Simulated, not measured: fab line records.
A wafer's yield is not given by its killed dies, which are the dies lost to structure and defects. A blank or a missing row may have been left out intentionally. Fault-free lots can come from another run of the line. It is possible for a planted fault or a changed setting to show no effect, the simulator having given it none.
The tool behind it: which one? | flow gf180mcu | 6 lots, 18 wafers sampled, at 4 steps of a route of 602

## WHAT EACH GAUGE READ, for each wafer
GF_VT_IMPLANT_TW_MEAS_43.
lot  | measured     | on            | VT_IMPLANT_4_TW
L313 | day 7 18:20  | film_metro-01 | 694 696 694
L317 | day 8 23:05  | film_metro-03 | 682 684 679
L320 | day 9 18:48  | film_metro-01 | 695 695 696
L325 | day 11 09:09 | film_metro-01 | 694 691 694
L329 | day 12 08:33 | film_metro-03 | 685 687 686
L333 | day 13 12:52 | film_metro-03 | 682 682 686

## TOOL THAT RAN EACH LOT (tool first, then ch and the chambers of the sampled wafers, then the start)
lot  | GF_DNWELL_STRIP_08                  | GF_LVPWELL_STRIP_10                 | GF_MVSD_STRIP_10
L313 | plasma_asher-01 ch 0,1, day 2 23:47 | plasma_asher-04 ch 0,1, day 4 01:38 | plasma_asher-04 ch 0, day 4 14:57
L317 | plasma_asher-02 ch 0,1, day 3 21:41 | plasma_asher-04 ch 0,1, day 5 00:35 | plasma_asher-02 ch 0,1, day 5 14:42
L320 | plasma_asher-02 ch 0,1, day 4 12:35 | plasma_asher-01 ch 0,1, day 5 16:31 | plasma_asher-02 ch 0,1, day 6 07:52
L325 | plasma_asher-01 ch 0,1, day 5 17:26 | plasma_asher-04 ch 0,1, day 7 00:22 | plasma_asher-02 ch 0,1, day 7 16:36
L329 | plasma_asher-04 ch 0,1, day 6 12:17 | plasma_asher-04 ch 0,1, day 7 20:10 | plasma_asher-03 ch 0,1, day 8 12:58
L333 | plasma_asher-01 ch 0,1, day 7 09:35 | plasma_asher-03 ch 0,1, day 8 19:24 | plasma_asher-03 ch 0,1, day 9 13:11
- GF_DNWELL_STRIP_08: strips in O2/N2.
- GF_LVPWELL_STRIP_10: strips in O2/N2.
- GF_MVSD_STRIP_10: strips in O2/N2.

## THE ANSWER, worked out from the rows above alone
Rule: the lots themselves supply what counts as usual. The widest of any qualifying gaps counts: lots, ordered by their means at a reading, are off when they make up no more than a third of the lots, leave a main group of 4 or more, and stand apart from it by 3 or more times the standard deviation of that group's means. The tables above print the reading to a certain number of digits; a main group whose means all agree to those digits is not used. A lot without any number at a reading at which 4 lots or more have one is off too. All remaining lots with rows at the step are treated as sound.
No lot is off at any reading shown: from this, nothing can be told.

## WHAT HAD BEEN PUT IN BY THE SIMULATOR
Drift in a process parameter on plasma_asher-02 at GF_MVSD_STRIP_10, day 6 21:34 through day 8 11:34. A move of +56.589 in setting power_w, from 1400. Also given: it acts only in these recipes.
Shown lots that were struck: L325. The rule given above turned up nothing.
